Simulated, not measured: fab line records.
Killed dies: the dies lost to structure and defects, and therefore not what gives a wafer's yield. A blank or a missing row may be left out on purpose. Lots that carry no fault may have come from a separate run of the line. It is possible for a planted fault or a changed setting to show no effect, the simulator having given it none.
fab line records ; flow gf180mcu ; part 1 of 2: steps 1 to 26 of 36
[record] lots = 5; wafers = 15; last_day = 34
route steps=602 shown PSD@255 NSD@262 SAB@264 SALICIDE@278 CONTACT@287
lots untouched by any fault: they come from a run of this same line in which no faults occurred
start_h: start of the lot's first displayed wafer, in hours after the record's first day ; wait_h: hours from the lot's prior step to this one ; " unchanged from the row above ; L1.1+2: one row covering several wafers at once ; - either no value or no given start ; * or withheld: withheld ; < > ~ a bound
route shown NAME@n: NAME is a module with steps in the file, n the number in the route of the first one ; usual: mean/standard deviation taken from wafers without a fault ; same: alike in all rows ; chamber/n: place in a boat ; sites: the reading at each site ; _std_site: the values' standard deviation ; _edge_site: outer sites' mean less inner sites' ; radius_mm: for every site, how far away it sits from the centre of the wafer ; mask NAME#n: copy n ; behind: tool/chamber where the wafer was last shaped ; hold: why the lot was held/for how many hours/how that ended ; device: which transistor (n, p or np) failed to switch ; end of line: tests run on the same wafers once the route is complete ; a step without rows: its recipe alone ; killed: not the wafer's yield, but the dies lost to structure and defects at the first sort ; map: a wafer's dies, x killed, . not, _ none there
set.NAME: the setting the step ran with; set.NAME@STEP: the setting that earlier step ran with ; model.NAME: the simulator's own value behind a step, which no gauge read
lots at selected steps of the route; one table per step, one row per wafer
services: from which hour (start_h, from the record's first day; less than 0 if before it) a tool's chamber was out of use, for how many hours, and why
[[steps]]
[step GF_PSD_CD_MEAS_07]
[recipe] target_cd_nm = 400
[usual] cd_nm = 400.3/2.2
lot.wafer;tool;chamber;start_h;wait_h;cd_nm
L078.1;cd_sem-02;-;349.42;0.1;401.6
L078.2;cd_sem-02;-;349.42;0.1;400.7
L078.5;cd_sem-02;-;349.42;0.1;401.5
L086.2;cd_sem-01;-;424.07;0.1;400.4
L086.4;cd_sem-01;-;424.07;0.1;400.3
L086.5;cd_sem-01;-;424.07;0.1;401.1
L088.3;cd_sem-02;-;441.04;0.1;402.3
L088.4;cd_sem-02;-;441.04;0.1;399.8
L088.5;cd_sem-02;-;441.04;0.1;403.2
L090.1;cd_sem-02;-;454.85;0.1;400.0
L090.2;cd_sem-02;-;454.85;0.1;399.1
L090.4;cd_sem-02;-;454.85;0.1;398.6
L094.2;cd_sem-02;-;486.84;0.1;400.1
L094.3;cd_sem-02;-;486.84;0.1;400.5
L094.5;cd_sem-02;-;486.84;0.1;399.4
[step GF_PSD_OVL_MEAS_08]
[usual] PSD_OVL = -0.1/1.5
lot.wafer;tool;chamber;start_h;wait_h;PSD_OVL[nm]
L078.1;overlay-02;-;349.54;0.1;-2.1
L078.2;overlay-02;-;349.54;0.1;-2.3
L078.5;overlay-02;-;349.54;0.1;-1.8
L086.2;overlay-01;-;424.18;0.1;-0.1
L086.4;overlay-01;-;424.18;0.1;0.3
L086.5;overlay-01;-;424.18;0.1;0.9
L088.3;overlay-01;-;441.13;0.1;2.1
L088.4;overlay-01;-;441.13;0.1;1.3
L088.5;overlay-01;-;441.13;0.1;2.0
L090.1;overlay-02;-;454.97;0.1;-2.8
L090.2;overlay-02;-;454.97;0.1;-1.1
L090.4;overlay-02;-;454.97;0.1;-0.4
L094.2;overlay-02;-;486.94;0.1;0.8
L094.3;overlay-02;-;486.94;0.1;0.2
L094.5;overlay-02;-;486.94;0.1;-0.5
[step GF_PSD_IMPLANT_09]
[recipe] species = BF2; energy_kev = 40; dose_cm2 = 1.5e+15; tilt_deg = 7
[usual] faraday_current_uA = 8266/180
lot.wafer;tool;chamber;start_h;wait_h;faraday_current_uA
L078.1;implanter-03;0;349.57;0.0;7883
L078.2;implanter-03;0;349.57;0.0;8502
L078.5;implanter-03;0;349.57;0.0;8293
L086.2;implanter-01;0;424.23;0.0;8265
L086.4;implanter-01;0;424.23;0.0;8474
L086.5;implanter-01;0;424.23;0.0;8166
L088.3;implanter-01;0;441.20;0.1;8122
L088.4;implanter-01;0;441.20;0.1;8028
L088.5;implanter-01;0;441.20;0.1;8198
L090.1;implanter-03;0;455.01;0.0;8318
L090.2;implanter-03;0;455.01;0.0;8325
L090.4;implanter-03;0;455.01;0.0;8118
L094.2;implanter-01;0;487.00;0.0;8136
L094.3;implanter-01;0;487.00;0.0;8301
L094.5;implanter-01;0;487.00;0.0;8209
[step GF_PSD_STRIP_10]
[recipe] chemistry = O2/N2; power_w = 1400; pressure_mtorr = 1500; platen_temp_c = 250; o2_flow_sccm = 3000; n2_flow_sccm = 300; overash_fraction = 0.5
[usual] drypump_motor_current_A = 5.77/0.27; heater_power_w = 350/27; oes_product_au = 0.592/0.0049; strip_time_to_endpoint_s = 16.53/0.034
[same] overash_fraction = 0.5
lot.wafer;tool;chamber;start_h;wait_h;drypump_motor_current_A;heater_power_w;oes_product_au;rf_hours_counter_h;strip_time_to_endpoint_s
L078.1;plasma_asher-01;1;349.72;0.1;5.55;357;0.594;73;16.59
L078.2;plasma_asher-01;0;349.72;0.1;5.70;367;0.597;73;16.61
L078.5;plasma_asher-01;0;349.72;0.1;5.69;378;0.599;-;16.58
L086.2;plasma_asher-02;1;424.36;0.1;6.20;376;0.582;25;16.55
L086.4;plasma_asher-02;0;424.36;0.1;5.54;316;0.591;-;16.49
L086.5;plasma_asher-02;1;424.36;0.1;6.19;384;0.582;-;16.55
L088.3;plasma_asher-02;1;441.34;0.1;6.18;372;0.590;-;16.55
L088.4;plasma_asher-02;0;441.34;0.1;5.51;311;0.591;-;16.54
L088.5;plasma_asher-02;1;441.34;0.1;6.19;372;0.592;-;16.47
L090.1;plasma_asher-02;0;455.16;0.1;5.49;308;0.594;30;16.52
L090.2;plasma_asher-02;1;455.16;0.1;6.17;371;0.595;30;16.48
L090.4;plasma_asher-02;1;455.16;0.1;6.18;371;0.599;-;16.54
L094.2;plasma_asher-02;1;487.12;0.1;6.19;380;0.595;33;16.57
L094.3;plasma_asher-02;0;487.12;0.1;5.48;306;0.592;-;16.54
L094.5;plasma_asher-02;1;487.12;0.1;6.16;378;0.593;-;16.52
[step GF_PSD_TW_MEAS_11]
[usual] PSD_TW = 3187/32
lot.wafer;tool;chamber;start_h;wait_h;PSD_TW
L078.1;film_metro-02;-;349.82;0.1;3189
L078.2;film_metro-02;-;349.82;0.1;3185
L078.5;film_metro-02;-;349.82;0.1;3202
L086.2;film_metro-01;-;424.47;0.1;3169
L086.4;film_metro-01;-;424.47;0.1;3183
L086.5;film_metro-01;-;424.47;0.1;3174
L088.3;film_metro-01;-;441.42;0.1;3156
L088.4;film_metro-01;-;441.42;0.1;3163
L088.5;film_metro-01;-;441.42;0.1;3156
L090.1;film_metro-04;-;455.26;0.1;3260
L090.2;film_metro-04;-;455.26;0.1;3238
L090.4;film_metro-04;-;455.26;0.1;3236
L094.2;film_metro-02;-;487.23;0.1;3195
L094.3;film_metro-02;-;487.23;0.1;3190
L094.5;film_metro-02;-;487.23;0.1;3202
[step GF_PSD_CLEAN_12]
[recipe] chemistry = SC1/SC2; mix = 1:4:20; temp_c = 70; time_s = 150; dry = n2_spin
lot.wafer;tool;chamber;start_h;wait_h
L078.1+2+5;wet_bench-04;2;349.88;0.1
L086.2+4+5;wet_bench-04;3;424.52;0.0
L088.3+4+5;wet_bench-04;1;441.46;0.0
L090.1+2+4;wet_bench-04;2;455.32;0.1
L094.2+3+5;wet_bench-04;1;487.28;0.0
[step GF_PSD_RTA_13]
[recipe] temp_c = 1025; time_s = 20; ambient = N2
[usual] lamp_power_pct = 37.7/0.67; wafer_temp_C_max = 1028.8/0.85
lot.wafer;tool;chamber;start_h;wait_h;lamp_power_pct;wafer_temp_C_max
L078.1;rtp_anneal-01;0;349.93;0.0;36.8;1027.8
L078.2;rtp_anneal-01;0;349.93;0.0;36.8;1028.9
L078.5;rtp_anneal-01;0;349.93;0.0;36.8;1028.8
L086.2;rtp_anneal-01;0;424.58;0.0;36.8;1028.8
L086.4;rtp_anneal-01;0;424.58;0.0;36.8;1029.1
L086.5;rtp_anneal-01;0;424.58;0.0;36.7;1028.4
L088.3;rtp_anneal-02;0;441.54;0.0;38.1;1028.2
L088.4;rtp_anneal-02;0;441.54;0.0;38.1;1029.2
L088.5;rtp_anneal-02;0;441.54;0.0;38.1;1028.4
L090.1;rtp_anneal-02;0;455.37;0.0;38.2;1029.3
L090.2;rtp_anneal-02;0;455.37;0.0;38.2;1029.2
L090.4;rtp_anneal-02;0;455.37;0.0;38.2;1030.1
L094.2;rtp_anneal-02;0;487.35;0.0;38.2;1030.2
L094.3;rtp_anneal-02;0;487.35;0.0;38.2;1027.6
L094.5;rtp_anneal-02;0;487.35;0.0;38.1;1028.9
[step GF_PSD_RS_MEAS_14]
[recipe] thk_meas_gauge = four-point-probe
[usual] NSD_RS = 46.09/0.095
lot.wafer;tool;chamber;start_h;wait_h;NSD_RS[ohm/sq]
L078.1;film_metro-04;-;350.10;0.1;46.09
L078.2;film_metro-04;-;350.10;0.1;46.04
L078.5;film_metro-04;-;350.10;0.1;46.10
L086.2;film_metro-04;-;424.67;0.1;46.12
L086.4;film_metro-04;-;424.67;0.1;46.24
L086.5;film_metro-04;-;424.67;0.1;46.15
L088.3;film_metro-04;-;441.64;0.1;46.20
L088.4;film_metro-04;-;441.64;0.1;46.20
L088.5;film_metro-04;-;441.64;0.1;46.27
L090.1;film_metro-01;-;455.45;0.1;46.16
L090.2;film_metro-01;-;455.45;0.1;46.21
L090.4;film_metro-01;-;455.45;0.1;46.26
L094.2;film_metro-01;-;487.44;0.1;46.03
L094.3;film_metro-01;-;487.44;0.1;45.94
L094.5;film_metro-01;-;487.44;0.1;46.03
[step GF_PSD_RS_MEAS_15]
[recipe] thk_meas_gauge = four-point-probe
[usual] PSD_RS = 108.45/0.28
lot.wafer;tool;chamber;start_h;wait_h;PSD_RS[ohm/sq]
L078.1;film_metro-04;-;350.22;0.1;108.06
L078.2;film_metro-04;-;350.22;0.1;108.30
L078.5;film_metro-04;-;350.22;0.1;108.35
L086.2;film_metro-04;-;424.79;0.1;108.57
L086.4;film_metro-04;-;424.79;0.1;108.61
L086.5;film_metro-04;-;424.79;0.1;108.46
L088.3;film_metro-04;-;441.76;0.1;108.76
L088.4;film_metro-04;-;441.76;0.1;108.73
L088.5;film_metro-04;-;441.76;0.1;108.75
L090.1;film_metro-01;-;455.57;0.1;108.18
L090.2;film_metro-01;-;455.57;0.1;108.20
L090.4;film_metro-01;-;455.57;0.1;108.24
L094.2;film_metro-01;-;487.56;0.1;108.56
L094.3;film_metro-01;-;487.56;0.1;108.37
L094.5;film_metro-01;-;487.56;0.1;108.46
[step GF_SAB_CVD_00]
[recipe] material = SiO2; target_thk_nm = 50; precursor = TEOS; temp_c = 400; time_s = 4.9302; rf_w = 600
[usual] heater_power_w = 648/85
lot.wafer;tool;chamber;start_h;wait_h;heater_power_w
L078.1;pecvd-01;0;350.34;0.1;750
L078.2;pecvd-01;2;350.34;0.1;765
L078.5;pecvd-01;0;350.34;0.1;749
L086.2;pecvd-04;1;424.89;0.1;623
L086.4;pecvd-04;1;424.89;0.1;613
L086.5;pecvd-04;0;424.89;0.1;568
L088.3;pecvd-01;2;441.84;0.1;758
L088.4;pecvd-01;1;441.84;0.1;519
L088.5;pecvd-01;2;441.84;0.1;786
L090.1;pecvd-03;1;455.69;0.1;590
L090.2;pecvd-03;0;455.69;0.1;703
L090.4;pecvd-03;2;455.69;0.1;617
L094.2;pecvd-04;2;487.66;0.1;775
L094.3;pecvd-04;1;487.66;0.1;622
L094.5;pecvd-04;0;487.66;0.1;564
[step GF_SAB_THK_MEAS_01]
[recipe] reads = SiO2_of_SAB_CVD_00
[usual] SAB_CVD_00_THK = 49.7/0.57
lot.wafer;tool;chamber;start_h;wait_h;SAB_CVD_00_THK[nm]
L078.1;film_metro-01;-;350.36;0.0;49.7
L078.2;film_metro-01;-;350.36;0.0;50.2
L078.5;film_metro-01;-;350.36;0.0;50.8
L086.2;film_metro-02;-;424.92;0.0;48.8
L086.4;film_metro-02;-;424.92;0.0;49.5
L086.5;film_metro-02;-;424.92;0.0;49.2
L088.3;film_metro-01;-;441.88;0.0;49.5
L088.4;film_metro-01;-;441.88;0.0;50.4
L088.5;film_metro-01;-;441.88;0.0;49.5
L090.1;film_metro-02;-;455.71;0.0;50.0
L090.2;film_metro-02;-;455.71;0.0;49.5
L090.4;film_metro-02;-;455.71;0.0;50.5
L094.2;film_metro-03;-;487.69;0.0;49.5
L094.3;film_metro-03;-;487.69;0.0;49.3
L094.5;film_metro-03;-;487.69;0.0;50.0
[step GF_SAB_DEHYDRATE_02]
[recipe] temp_c = 200; time_s = 60
[usual] resist_line_temp_C = 23.01/0.1
lot.wafer;tool;chamber;start_h;wait_h;resist_line_temp_C
L078.1;litho_track-03;0;360.27;9.9;23.00
L078.2;litho_track-03;0;360.27;9.9;22.97
L078.5;litho_track-03;0;360.27;9.9;22.85
L086.2;litho_track-03;0;435.94;11.0;23.00
L086.4;litho_track-03;0;435.94;11.0;23.07
L086.5;litho_track-03;0;435.94;11.0;22.96
L088.3;litho_track-04;0;453.65;11.8;22.83
L088.4;litho_track-04;0;453.65;11.8;23.00
L088.5;litho_track-04;0;453.65;11.8;22.80
L090.1;litho_track-03;0;467.17;11.4;23.15
L090.2;litho_track-03;0;467.17;11.4;23.14
L090.4;litho_track-03;0;467.17;11.4;22.96
L094.2;litho_track-04;0;499.42;11.7;22.92
L094.3;litho_track-04;0;499.42;11.7;23.02
L094.5;litho_track-04;0;499.42;11.7;23.06
[step GF_SAB_HMDS_03]
[recipe] prime_time_s = 60; prime_temp_c = 120
[usual] resist_line_temp_C = 23.01/0.1
[same] prime_time_s = 60
lot.wafer;tool;chamber;start_h;wait_h;resist_line_temp_C
L078.1;litho_track-03;0;360.42;0.1;22.99
L078.2;litho_track-03;0;360.42;0.1;23.00
L078.5;litho_track-03;0;360.42;0.1;22.91
L086.2;litho_track-03;0;436.09;0.1;22.98
L086.4;litho_track-03;0;436.09;0.1;23.09
L086.5;litho_track-03;0;436.09;0.1;23.10
L088.3;litho_track-04;0;453.80;0.1;23.15
L088.4;litho_track-04;0;453.80;0.1;23.11
L088.5;litho_track-04;0;453.80;0.1;23.04
L090.1;litho_track-03;0;467.32;0.1;23.17
L090.2;litho_track-03;0;467.32;0.1;23.20
L090.4;litho_track-03;0;467.32;0.1;23.06
L094.2;litho_track-04;0;499.57;0.1;23.20
L094.3;litho_track-04;0;499.57;0.1;22.93
L094.5;litho_track-04;0;499.57;0.1;23.03
[step GF_SAB_COAT_04]
[recipe] resist = NOVOLAK; spin_rpm = 3000; resist_thk_nm = 1000
[usual] resist_line_temp_C = 22.99/0.11
lot.wafer;tool;chamber;start_h;wait_h;resist_line_temp_C
L078.1;litho_track-03;0;360.57;0.1;22.80
L078.2;litho_track-03;0;360.57;0.1;22.80
L078.5;litho_track-03;0;360.57;0.1;23.05
L086.2;litho_track-03;0;436.24;0.1;22.85
L086.4;litho_track-03;0;436.24;0.1;22.85
L086.5;litho_track-03;0;436.24;0.1;22.91
L088.3;litho_track-04;0;453.95;0.1;23.08
L088.4;litho_track-04;0;453.95;0.1;23.30
L088.5;litho_track-04;0;453.95;0.1;23.12
L090.1;litho_track-03;0;467.47;0.1;22.90
L090.2;litho_track-03;0;467.47;0.1;22.92
L090.4;litho_track-03;0;467.47;0.1;22.90
L094.2;litho_track-04;0;499.72;0.1;22.98
L094.3;litho_track-04;0;499.72;0.1;22.99
L094.5;litho_track-04;0;499.72;0.1;22.97
[step GF_SAB_SOFTBAKE_05]
[recipe] temp_c = 90; time_s = 60; resist = NOVOLAK
[usual] resist_line_temp_C = 23.00/0.11
lot.wafer;tool;chamber;start_h;wait_h;resist_line_temp_C
L078.1;litho_track-03;0;360.72;0.1;22.88
L078.2;litho_track-03;0;360.72;0.1;22.67
L078.5;litho_track-03;0;360.72;0.1;22.97
L086.2;litho_track-03;0;436.39;0.1;23.11
L086.4;litho_track-03;0;436.39;0.1;23.17
L086.5;litho_track-03;0;436.39;0.1;23.10
L088.3;litho_track-04;0;454.10;0.1;22.81
L088.4;litho_track-04;0;454.10;0.1;22.98
L088.5;litho_track-04;0;454.10;0.1;22.97
L090.1;litho_track-03;0;467.62;0.1;23.09
L090.2;litho_track-03;0;467.62;0.1;23.02
L090.4;litho_track-03;0;467.62;0.1;23.09
L094.2;litho_track-04;0;499.87;0.1;23.04
L094.3;litho_track-04;0;499.87;0.1;23.00
L094.5;litho_track-04;0;499.87;0.1;23.06
[step GF_SAB_EXPOSE_06]
[recipe] mask_id = SAB; target_cd_nm = 420; na = 0.6; source_shape = conventional; sigma_outer = 0.6; dose_mj = 140
[usual] exposure_dose_mJ_cm2 = 140.03/0.12
[same] na = 0.6
lot.wafer;tool;chamber;start_h;wait_h;mask;exposure_dose_mJ_cm2
L078.1;iline_stepper-02;0;-;-;SAB#0;140.06
L078.2;iline_stepper-02;0;-;-;SAB#0;139.96
L078.5;iline_stepper-02;0;-;-;SAB#0;140.06
L086.2;iline_stepper-01;0;-;-;SAB#0;139.97
L086.4;iline_stepper-01;0;-;-;SAB#0;140.09
L086.5;iline_stepper-01;0;-;-;SAB#0;140.21
L088.3;iline_stepper-01;0;-;-;SAB#0;140.17
L088.4;iline_stepper-01;0;-;-;SAB#0;140.04
L088.5;iline_stepper-01;0;-;-;SAB#0;140.06
L090.1;iline_stepper-02;0;-;-;SAB#0;140.00
L090.2;iline_stepper-02;0;-;-;SAB#0;140.06
L090.4;iline_stepper-02;0;-;-;SAB#0;140.03
L094.2;iline_stepper-01;0;-;-;SAB#0;140.09
L094.3;iline_stepper-01;0;-;-;SAB#0;139.96
L094.5;iline_stepper-01;0;-;-;SAB#0;139.80
[step GF_SAB_PEB_07]
[recipe] temp_c = withheld; time_s = *; resist = NOVOLAK
[usual] resist_line_temp_C = *
lot.wafer;tool;chamber;start_h;wait_h;resist_line_temp_C
L078.1;litho_track-02;0;-;-;*
L078.2;litho_track-02;0;-;-;*
L078.5;litho_track-02;0;-;-;*
L086.2;litho_track-04;0;-;-;*
L086.4;litho_track-04;0;-;-;*
L086.5;litho_track-04;0;-;-;*
L088.3;litho_track-02;0;-;-;*
L088.4;litho_track-02;0;-;-;*
L088.5;litho_track-02;0;-;-;*
L090.1;litho_track-02;0;-;-;*
L090.2;litho_track-02;0;-;-;*
L090.4;litho_track-02;0;-;-;*
L094.2;litho_track-03;0;-;-;*
L094.3;litho_track-03;0;-;-;*
L094.5;litho_track-03;0;-;-;*
[step GF_SAB_DEVELOP_08]
[recipe] develop_time_s = 60; dev_temp_c = 23
[usual] resist_line_temp_C = 22.99/0.11
lot.wafer;tool;chamber;start_h;wait_h;resist_line_temp_C
L078.1;litho_track-02;0;371.45;0.1;23.01
L078.2;litho_track-02;0;371.45;0.1;23.15
L078.5;litho_track-02;0;371.45;0.1;22.97
L086.2;litho_track-04;0;449.13;0.1;23.17
L086.4;litho_track-04;0;449.13;0.1;22.75
L086.5;litho_track-04;0;449.13;0.1;22.94
L088.3;litho_track-02;0;465.50;0.1;22.90
L088.4;litho_track-02;0;465.50;0.1;22.94
L088.5;litho_track-02;0;465.50;0.1;22.83
L090.1;litho_track-02;0;479.60;0.1;22.96
L090.2;litho_track-02;0;479.60;0.1;22.92
L090.4;litho_track-02;0;479.60;0.1;23.10
L094.2;litho_track-03;0;511.64;0.1;22.75
L094.3;litho_track-03;0;511.64;0.1;22.84
L094.5;litho_track-03;0;511.64;0.1;22.96
[step GF_SAB_CD_MEAS_09]
[recipe] target_cd_nm = 420
[usual] cd_nm = 419.9/2
lot.wafer;tool;chamber;start_h;wait_h;cd_nm
L078.1;cd_sem-01;-;371.60;0.1;421.0
L078.2;cd_sem-01;-;371.60;0.1;421.6
L078.5;cd_sem-01;-;371.60;0.1;422.7
L086.2;cd_sem-02;-;449.41;0.3;416.6
L086.4;cd_sem-02;-;449.41;0.3;418.8
L086.5;cd_sem-02;-;449.41;0.3;417.9
L088.3;cd_sem-02;-;465.64;0.1;418.0
L088.4;cd_sem-02;-;465.64;0.1;420.6
L088.5;cd_sem-02;-;465.64;0.1;418.9
L090.1;cd_sem-01;-;479.75;0.1;419.6
L090.2;cd_sem-01;-;479.75;0.1;419.5
L090.4;cd_sem-01;-;479.75;0.1;418.7
L094.2;cd_sem-01;-;511.79;0.1;419.1
L094.3;cd_sem-01;-;511.79;0.1;418.2
L094.5;cd_sem-01;-;511.79;0.1;420.7
[step GF_SAB_OVL_MEAS_10]
[usual] SAB_OVL = -0.3/1.4
lot.wafer;tool;chamber;start_h;wait_h;SAB_OVL[nm]
L078.1;overlay-01;-;371.72;0.1;1.3
L078.2;overlay-01;-;371.72;0.1;-0.2
L078.5;overlay-01;-;371.72;0.1;0.3
L086.2;overlay-02;-;449.51;0.1;0.2
L086.4;overlay-02;-;449.51;0.1;-1.5
L086.5;overlay-02;-;449.51;0.1;-0.7
L088.3;overlay-02;-;465.73;0.1;-0.6
L088.4;overlay-02;-;465.73;0.1;0.1
L088.5;overlay-02;-;465.73;0.1;-0.5
L090.1;overlay-02;-;479.87;0.1;3.3
L090.2;overlay-02;-;479.87;0.1;2.6
L090.4;overlay-02;-;479.87;0.1;3.1
L094.2;overlay-02;-;511.89;0.1;1.3
L094.3;overlay-02;-;511.89;0.1;1.8
L094.5;overlay-02;-;511.89;0.1;1.1
[step GF_SAB_ETCH_11]
[recipe] chemistry = C4F8/O2/Ar; mask_material = NOVOLAK; target = SiO2; target_depth_nm = 55; source_w = 1500; bias_w = 1200; pressure_mtorr = 40; c4f8_flow_sccm = withheld; O2_flow_sccm = 6; Ar_flow_sccm = 300; time_s = 8.5
[usual] bias_w = 1200/3.6; oes_product_au = 0.999/0.0069
lot.wafer;tool;chamber;start_h;wait_h;bias_w;oes_product_au;rf_hours_counter_h
L078.1;rie_diel-04;2;371.75;0.0;1202;1.013;115
L078.2;rie_diel-04;1;371.75;0.0;1204;1.000;7
L078.5;rie_diel-04;1;371.75;0.0;1204;1.000;-
L086.2;rie_diel-04;3;449.54;0.0;1200;0.989;74
L086.4;rie_diel-04;0;449.54;0.0;1209;0.991;6
L086.5;rie_diel-04;2;449.54;0.0;1194;0.993;-
L088.3;rie_diel-04;0;465.75;0.0;1202;1.003;7
L088.4;rie_diel-04;3;465.75;0.0;1195;0.990;74
L088.5;rie_diel-04;1;465.75;0.0;1204;0.998;-
L090.1;rie_diel-01;1;479.90;0.0;1198;1.008;34
L090.2;rie_diel-01;3;479.90;0.0;1199;0.992;16
L090.4;rie_diel-01;0;479.90;0.0;1206;0.990;72
L094.2;rie_diel-04;0;511.92;0.0;1197;1.005;8
L094.3;rie_diel-04;1;511.92;0.0;1199;0.993;11
L094.5;rie_diel-04;1;511.92;0.0;1198;0.992;-
[step GF_SAB_WET_ETCH_12]
[recipe] chemistry = dHF; target_depth_nm = 22; dry = n2_spin; target = SiO2; temp_c = 25; dilution = 100:1; time_s = 440
lot.wafer;tool;chamber;start_h;wait_h
L078.1+2+5;wet_bench-01;2;371.77;0.0
L086.2+4+5;wet_bench-03;1;449.56;0.0
L088.3+4+5;wet_bench-01;0;465.77;0.0
L090.1+2+4;wet_bench-02;0;479.92;0.0
L094.2+3+5;wet_bench-01;0;511.94;0.0
[step GF_SAB_STRIP_13]
[recipe] chemistry = O2/N2; power_w = 1400; pressure_mtorr = 1500; platen_temp_c = 250; o2_flow_sccm = 3000; n2_flow_sccm = 300; overash_fraction = 0.5
[usual] drypump_motor_current_A = 5.71/0.2; heater_power_w = 349/16; oes_product_au = 0.710/0.0045; strip_time_to_endpoint_s = 12.62/0.037
[same] overash_fraction = 0.5
lot.wafer;tool;chamber;start_h;wait_h;drypump_motor_current_A;heater_power_w;oes_product_au;rf_hours_counter_h;strip_time_to_endpoint_s
L078.1;plasma_asher-04;0;371.92;0.0;5.72;337;0.709;60;12.61
L078.2;plasma_asher-04;1;371.92;0.0;5.93;327;0.709;60;12.63
L078.5;plasma_asher-04;0;371.92;0.0;5.73;358;0.706;-;12.60
L086.2;plasma_asher-01;1;449.69;0.0;5.53;368;0.712;82;12.59
L086.4;plasma_asher-01;0;449.69;0.0;5.65;368;0.702;-;12.58
L086.5;plasma_asher-01;1;449.69;0.0;5.54;362;0.707;-;12.60
L088.3;plasma_asher-01;1;466.07;0.0;5.54;349;0.713;-;12.57
L088.4;plasma_asher-01;0;466.07;0.0;5.71;364;0.710;-;12.56
L088.5;plasma_asher-01;0;466.07;0.0;5.69;376;0.707;-;12.55
L090.1;plasma_asher-04;1;480.07;0.0;5.96;326;0.707;71;12.61
L090.2;plasma_asher-04;0;480.07;0.0;5.75;341;0.713;71;12.59
L090.4;plasma_asher-04;0;480.07;0.0;5.72;353;0.708;-;12.61
L094.2;plasma_asher-01;0;512.07;0.0;5.69;377;0.706;89;12.59
L094.3;plasma_asher-01;0;512.07;0.0;5.67;358;0.709;-;12.58
L094.5;plasma_asher-01;1;512.07;0.0;5.54;359;0.704;-;12.59
[step GF_SALICIDE_CLEAN_00]
[recipe] chemistry = SC1/SC2; mix = 1:4:20; temp_c = 70; time_s = 150
lot.wafer;tool;chamber;start_h;wait_h
L078.1+2+5;wet_bench-02;0;372.02;0.1
L086.2+4+5;wet_bench-04;0;449.79;0.1
L088.3+4+5;wet_bench-02;3;466.13;0.0
L090.1+2+4;wet_bench-04;2;480.17;0.1
L094.2+3+5;wet_bench-01;2;512.17;0.1
[step GF_SALICIDE_WET_ETCH_01]
[recipe] chemistry = dHF; target_depth_nm = 5; dry = ipa_marangoni; target = SiO2; temp_c = 25; dilution = 100:1; time_s = 100
lot.wafer;tool;chamber;start_h;wait_h
L078.1+2+5;wet_bench-04;3;372.07;0.0
L086.2+4+5;wet_bench-04;3;449.84;0.0
L088.3+4+5;wet_bench-04;3;466.18;0.0
L090.1+2+4;wet_bench-02;1;480.22;0.0
L094.2+3+5;wet_bench-02;1;512.22;0.0
[step GF_SALICIDE_SPUTTER_02]
[recipe] material = Co; target_thk_nm = 10; power_w = 1000; time_s = 20; chamber_pressure_pa = 0.4
[usual] throttle_valve_pct = 29.3/0.88
lot.wafer;tool;chamber;start_h;wait_h;throttle_valve_pct
L078.1;pvd_sputter-04;-;372.11;0.0;31.0
L078.2;pvd_sputter-04;-;372.11;0.0;29.6
L078.5;pvd_sputter-04;-;372.11;0.0;29.6
L086.2;pvd_sputter-04;-;449.88;0.0;29.8
L086.4;pvd_sputter-04;-;449.88;0.0;31.0
L086.5;pvd_sputter-04;-;449.88;0.0;29.8
L088.3;pvd_sputter-04;-;466.22;0.0;30.7
L088.4;pvd_sputter-04;-;466.22;0.0;29.8
L088.5;pvd_sputter-04;-;466.22;0.0;29.3
L090.1;pvd_sputter-01;-;480.26;0.0;29.1
L090.2;pvd_sputter-01;-;480.26;0.0;28.5
L090.4;pvd_sputter-01;-;480.26;0.0;28.8
L094.2;pvd_sputter-01;-;512.30;0.0;28.9
L094.3;pvd_sputter-01;-;512.30;0.0;27.9
L094.5;pvd_sputter-01;-;512.30;0.0;27.7
